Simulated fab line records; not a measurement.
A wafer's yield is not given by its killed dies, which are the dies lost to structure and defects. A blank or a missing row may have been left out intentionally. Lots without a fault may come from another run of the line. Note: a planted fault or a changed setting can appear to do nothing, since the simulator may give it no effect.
fab line records ; flow sky130
record lots=4; wafers=12; last-day=50
route steps=708 shown SD_N@352 SALICIDE@361 LI_CONTACT@362 LOCAL_INTERCONNECT@387 PAD_OPEN@708
lots with no fault: from the same line, run without faults
start-h: start of the lot's first displayed wafer, in hours after the record's first day ; wait-h: hours from the lot's prior step to this one ; " repeats the value in the row above ; L1.1+2: several wafers, shown together as one row ; - value missing, or start not given ; * or withheld: withheld ; < > ~ a bound
route shown NAME@n: NAME is a module with steps in the file, n the number in the route of the first one ; usual: average and standard deviation across the fault-free wafers ; same: alike in all rows ; chamber/n: place in a boat ; sites: readings site by site ; _std_site: standard deviation of those values ; _edge_site: mean of outer sites minus mean of inner sites ; radius-mm: for every site, how far away it sits from the centre of the wafer ; mask NAME#n: copy n ; behind: the most recent tool/chamber to have shaped the wafer ; hold: why the lot went on hold/how many hours it stayed there/how the hold came to an end ; device: the transistor (n, p or np) that didn't switch ; end of line: the route-end tests of the same wafers ; a step given without rows: its recipe and nothing more ; killed: dies lost to structure and defects at the first sort, not the wafer's yield ; map: a wafer's dies, marking killed ones x, the rest . and places with no die _
set.NAME: the setting as run; set.NAME@STEP: as run at that earlier step ; model.NAME: the simulator's own value behind a step, which no gauge read
a table for each step, a row for each wafer; lots at some steps of the route
## steps
# step SKY_SD_N_IMPLANT_10
# recipe species=P; energy-kev=20; dose-cm2=1e+14; tilt-deg=0
# step SKY_SD_N_STRIP_11
# recipe chemistry=O2/N2; power-w=1400; pressure-mtorr=1500; platen-temp-c=withheld; o2-flow-sccm=3000; n2-flow-sccm=300; overash-fraction=0.5
# step SKY_SD_N_CLEAN_13
# recipe chemistry=SC1/SC2; mix=1:4:20; temp-c=70; time-s=150; dry=n2-spin
# step SKY_SD_N_RTA_14
# recipe temp-c=1075; time-s=2; idle-temp-c=650; ramp-up-c-per-s=150; ramp-down-c-per-s=90; ambient=N2
# step SKY_SALICIDE_CLEAN_00
# recipe chemistry=HF-last; time-s=30; dilution=100:1; dry=ipa-marangoni
# step SKY_LI_CONTACT_HDPCVD_00
# recipe material=PSG; target-thk-nm=930; sigma-open-frac=0.3; time-s=155; temp-c=600; sih4-flow-sccm=60; pressure-mtorr=6
# step SKY_LI_CONTACT_CMP_02
# recipe material=PSG; down-force-psi=4; platen-rpm=60; pad-velocity-m-s=0.94248
# usual motor-current-A=12.4/1.1; retaining-ring-pressure-frac=1.000/0.0047; time-to-endpoint-s=30/3.5
lot.wafer;tool;chamber;start-h;wait-h;motor-current-A;retaining-ring-pressure-frac;time-to-endpoint-s
L307.4;cmp-01;2;680.41;0.3;11.5;1.000;37
L307.1;cmp-01;3;680.41;0.3;11.5;1.003;28
L307.3;cmp-01;0;680.41;0.3;11.2;1.001;26
L313.3;cmp-01;1;725.28;0.0;14.1;0.998;29
L313.1;cmp-01;3;725.28;0.0;11.3;0.995;30
L313.5;cmp-01;2;725.28;0.0;11.8;0.998;35
L312.2;cmp-01;1;727.71;0.0;13.2;0.999;30
L312.4;cmp-01;2;727.71;0.0;11.0;1.002;37
L312.5;cmp-01;1;727.71;0.0;14.3;1.003;29
L324.3;cmp-01;1;812.57;0.1;13.3;1.002;27
L324.6;cmp-01;0;812.57;0.1;11.5;0.992;24
L324.5;cmp-01;1;812.57;0.1;14.9;1.004;26
# step SKY_LI_CONTACT_DEHYDRATE_04
# recipe temp-c=200; time-s=60
# step SKY_LI_CONTACT_HMDS_05
# recipe prime-time-s=60; prime-temp-c=120
# step SKY_LI_CONTACT_COAT_06
# recipe resist=BARC; temp-c=withheld; time-s=withheld; spin-rpm=3000; resist-thk-nm=60
# step SKY_LI_CONTACT_COAT_07
# recipe resist=KrF-thick; spin-rpm=3000; resist-thk-nm=450
# step SKY_LI_CONTACT_SOFTBAKE_08
# recipe temp-c=100; time-s=90; resist=KrF-thick
# step SKY_LI_CONTACT_EXPOSE_09
# recipe mask-id=LICM1; na=0.8; source-shape=annular; sigma-inner=0.55; sigma-outer=0.85; target-cd-nm=170; dose-mj=38
# step SKY_LI_CONTACT_PEB_10
# recipe peb-temp-c=withheld; peb-time-s=withheld; resist=KrF-thick
# step SKY_LI_CONTACT_DEVELOP_11
# recipe develop-time-s=60; resist=KrF-thick; dev-temp-c=21
# step SKY_LI_CONTACT_ETCH_14
# recipe chemistry=N2/H2; target=BARC; ion-energy-ev=200; source-w=500; bias-w=98.04; pressure-mtorr=30; n2-flow-sccm=100; h2-flow-sccm=200; stop-on=SiO2; time-s=45.9; target-depth-a=600
# step SKY_LI_CONTACT_ETCH_15
# recipe target=PSG; chemistry=C4F8/O2/Ar; stop-on=Si; taper-deg=4.15; mask-material=KrF-thick; source-w=1500; bias-w=1200; pressure-mtorr=40; c4f8-flow-sccm=withheld; O2_flow_sccm=6; Ar_flow_sccm=300; time-s=withheld; target-depth-a=6000
# step SKY_LI_CONTACT_STRIP_16
# recipe chemistry=O2/N2; power-w=1400; pressure-mtorr=1500; platen-temp-c=withheld; o2-flow-sccm=3000; n2-flow-sccm=300; overash-fraction=0.5
# step SKY_LI_CONTACT_CLEAN_17
# recipe chemistry=NMP; time-s=600; temp-c=60; dry=n2-spin
# step SKY_LI_CONTACT_PRE_CLEAN_18
# recipe gas=Ar; time-s=5.6; bias-v=358
# step SKY_LI_CONTACT_SPUTTER_19
# recipe material=Ti; target-thk-nm=20; chamber-pressure-pa=5; power-w=2500; substrate-temp-c=200; time-s=106.37
# step SKY_LI_CONTACT_SPUTTER_20
# recipe material=TiN; target-thk-nm=20; chamber-pressure-pa=5; power-w=4000; time-s=76.81
# step SKY_LI_CONTACT_CVD_21
# recipe material=W; target-thk-nm=400; time-s=120.56; temp-c=400; pressure-torr=40
# step SKY_LI_CONTACT_CMP_24
# recipe stop-on=PSG; t-overpolish-s=20; down-force-psi=3.5; platen-rpm=60; target-thk-nm=0; pad-velocity-m-s=0.94248
# step SKY_LOCAL_INTERCONNECT_SPUTTER_00
# recipe material=TiN; target-thk-nm=100; temp-c=300; power-w=6500; time-s=83.3; chamber-pressure-pa=0.4
# step SKY_LOCAL_INTERCONNECT_DEHYDRATE_03
# recipe temp-c=200; time-s=60
# step SKY_LOCAL_INTERCONNECT_HMDS_04
# recipe prime-time-s=60; prime-temp-c=120
# step SKY_LOCAL_INTERCONNECT_COAT_05
# recipe resist=BARC; temp-c=withheld; time-s=withheld; spin-rpm=3000; resist-thk-nm=60
# step SKY_LOCAL_INTERCONNECT_COAT_06
# recipe resist=KrF-thick; spin-rpm=3000; resist-thk-nm=450
# step SKY_PAD_OPEN_PROBE_99
# usual killed_at_M0_to_M3=42/7; killed_at_M4_up=3.2/1.6; killed-at-contacts=24/5.8; killed-at-front-end=16/4.3; killed-at-other=0.3/0.62; killed-dies=86/9.5; killed-on-rim=17/3.7; killed-open=46/6.4; killed-short=39/6.3
# same gross-dies=492; killed-at-back-side=0
lot.wafer;tool;chamber;start-h;wait-h;killed_at_M0_to_M3;killed_at_M4_up;killed-at-contacts;killed-at-front-end;killed-at-other;killed-dies;killed-on-rim;killed-open;killed-short
L313.5;prober-02;-;1133.17;0.2;22;2;322;13;0;359;70;35;25
L312.4;prober-01;-;1136.62;0.2;25;2;318;8;0;353;72;31;25
# killed by level:class
L313.5 LI_CONTACT:unspecified=299 VIA2:geometric-particle:open=8 LI_CONTACT:geometric-particle:open=7 CONTACT:geometric-particle:open=5 FIELD_ISO:geometric-particle:open=4 LI_CONTACT:geometric-particle:short=4 LOCAL_INTERCONNECT:geometric-particle:short=4 CONTACT:geometric-particle:short=3
L312.4 LI_CONTACT:unspecified=296 LI_CONTACT:geometric-particle:open=8 CONTACT:geometric-particle:open=6 METAL1:geometric-particle:short=6 VIA3:geometric-particle:open=5 VIA1:geometric-particle:open=4 LI_CONTACT:geometric-particle:short=3 CONTACT:geometric-particle:short=3
# map L312.4 (x killed, . not)
__________xx.x.x.xxx_________
________xxxxx..xx.xx.._______
______.xx.x.x.x..xx.xx.x_____
_____x.xxxxxxx.xxx.x.xxx.____
____x.xxx.xxxxxx..xxx.xxxx___
___xxx.xxxxxxx.xxxx.xxxxxx.__
__xxxx.xxxxxxx.x..x.xxxxx.x._
_xxx.x.xxx.x.xx.xxxxxx.x...xx
_.xx.xxxxx..x.xxx.xxxx.x.xxxx
_x.x.x.xxxxxxx.xx.xxxxxxxxxxx
_xxx.x.x.x..xxx.xxxxx.x.xxx.x
_x.xxxxx.xx..xx.xxxx.xx.xx..x
_xxx.xx.xxx.xxxxxx..xxxxxxxxx
_..x.x.xx...xxxxxxx...xxxxxx.
_x..xx..xx.xx.x.xx.xx....xxxx
__x..xx..xxxxx.xxxxx..xx.x.x_
___..xxx.xx.xxxxxxx.xx....x__
____xxxxxx.xxxxx.x.x.xxxxx___
_____xx.x.x.xxx.xxxxxxxxx____
______..xxxxxxxxxxxx.xxx_____
________xxxx..xx.x.x.x_______
__________xxxxxxxxxx_________
# map L313.5 (x killed, . not)
__________.x.xxx.x.._________
________x.x...xxxx..xx_______
______xxx..xxxxxxxx.xxxx_____
_____.x..xxxxxx.xxxxxxxx.____
____...x.xxxxxxxxxxxxxxxxx___
___xxxx..x.x..x..xxxx..xxxx__
__xxxxxxxx.xx.xx.xx..xxx...x_
_xxx.x.xxxxxxx.xxxx..xxx.xx..
_.xxx.x....xxxxxxxxx....x.xxx
_x.xx..x.x.xx...xxx.xx.xxxxx.
_.xxxx.xx.xxxxxxxxxxx.xxxxxx.
_x.x.xxx.x..xx.xxxxx.x.xxxxxx
_x.x.xxxxx...x.xx.x.xxxxxxx.x
_xxxxxx.x.x.x.x..xxxxxxxxxxx.
_x.xx.x.xx.xxxxxx.xxx.x..x.xx
__xxxxxxxxxx.xx.xxx.x.xx.xxx_
___xxxx.xxx..xxxx.xx.xxxxxx__
____xx.xx..xxxx.x.xxxxxxxx___
_____xxxx.xxxxxxxxxxxxxx.____
______xx.xxxx.xxx.xx.xxx_____
________xxxxxxxxxxxxxx_______
__________xxx...x.xx_________
## key
first-sign step=SKY_PAD_OPEN_PROBE_99; reading=killed-at-contacts; direction=up; sigmas=51; usual=24; struck=320
effect step=SKY_PAD_OPEN_PROBE_99; reading=killed-dies; direction=up; sigmas=29; usual=86; struck=356
met-at SKY_LI_CONTACT_CMP_02
struck-wafers L312.4,L313.5
tester-left-out L312,L313
onset-between 680.41 725.28
fault kind=chamber-particle-source; tool=cmp-01; chamber=2; onset-h=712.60; steps=SKY_LI_CONTACT_CMP_02; rate-per-visit-cm2=1.9377; end-h=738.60
# tester-left-out: of these lots the tester's yield and bins aren't shown, on N5 and GAA mostly nor the transistor test; their killed dies are dies lost to structure and defects alone, not to doping, threshold or leakage, so they don't give the yield
